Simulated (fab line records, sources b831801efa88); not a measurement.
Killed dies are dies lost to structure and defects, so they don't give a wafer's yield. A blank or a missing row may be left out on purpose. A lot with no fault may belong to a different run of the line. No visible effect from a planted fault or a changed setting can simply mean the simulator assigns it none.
Chamber matching / flow sky130 / SKY_POLY_GATE_ETCH_15 on rieDiel-03: 4 sister chambers
The step etches BARC in N2/H2, stops on SiO2, time 118.5 s, target depth 110 nm. 4 wafers are shown with their chamber, then 9 later ones without.

WAFERS WITH THEIR CHAMBER
wafer=L191.5; chamber=1; drypumpMotorCurrentA (A)=5.1
wafer=L192.1; chamber=3; drypumpMotorCurrentA (A)=5.1
wafer=L204.2; chamber=0; drypumpMotorCurrentA (A)=5.3
wafer=L204.5; chamber=2; drypumpMotorCurrentA (A)=5.9

WAFERS WITHOUT THEIR CHAMBER
wafer=L205.1; drypumpMotorCurrentA (A)=5.1
wafer=L205.2; drypumpMotorCurrentA (A)=5.8
wafer=L205.6; drypumpMotorCurrentA (A)=5.1
wafer=L207.2; drypumpMotorCurrentA (A)=5.1
wafer=L207.4; drypumpMotorCurrentA (A)=5.1
wafer=L207.5; drypumpMotorCurrentA (A)=5.8
wafer=L208.2; drypumpMotorCurrentA (A)=5.1
wafer=L208.3; drypumpMotorCurrentA (A)=5.1
wafer=L208.4; drypumpMotorCurrentA (A)=5.4

EACH ONE'S CHAMBER
wafer=L205.1; from the rows above=can't be placed: 1 or 3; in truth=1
wafer=L205.2; from the rows above=2; in truth=2
wafer=L205.6; from the rows above=can't be placed: 1 or 3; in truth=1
wafer=L207.2; from the rows above=can't be placed: 1 or 3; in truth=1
wafer=L207.4; from the rows above=can't be placed: 1 or 3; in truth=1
wafer=L207.5; from the rows above=2; in truth=2
wafer=L208.2; from the rows above=can't be placed: 1 or 3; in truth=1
wafer=L208.3; from the rows above=can't be placed: 1 or 3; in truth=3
wafer=L208.4; from the rows above=0; in truth=0
Correct placement for 3 of the 9. From these rows, 6 cannot be placed; in 6 the true chamber is one of the candidates. Placed wrongly: 0.
How it was worked out, from the rows above alone: a wafer's distance from a chamber is the root of the sum, over the readings, of the square of ((its reading less the chamber's mean) divided by the reading's scatter). The wafer belongs to the nearest chamber; if the next one is less than 2 further off, it can't be placed. The mean given for a chamber averages the wafers shown for that chamber. The scatter: root of mean squared gap, hidden wafer to nearest shown wafer, with one shown wafer a chamber.
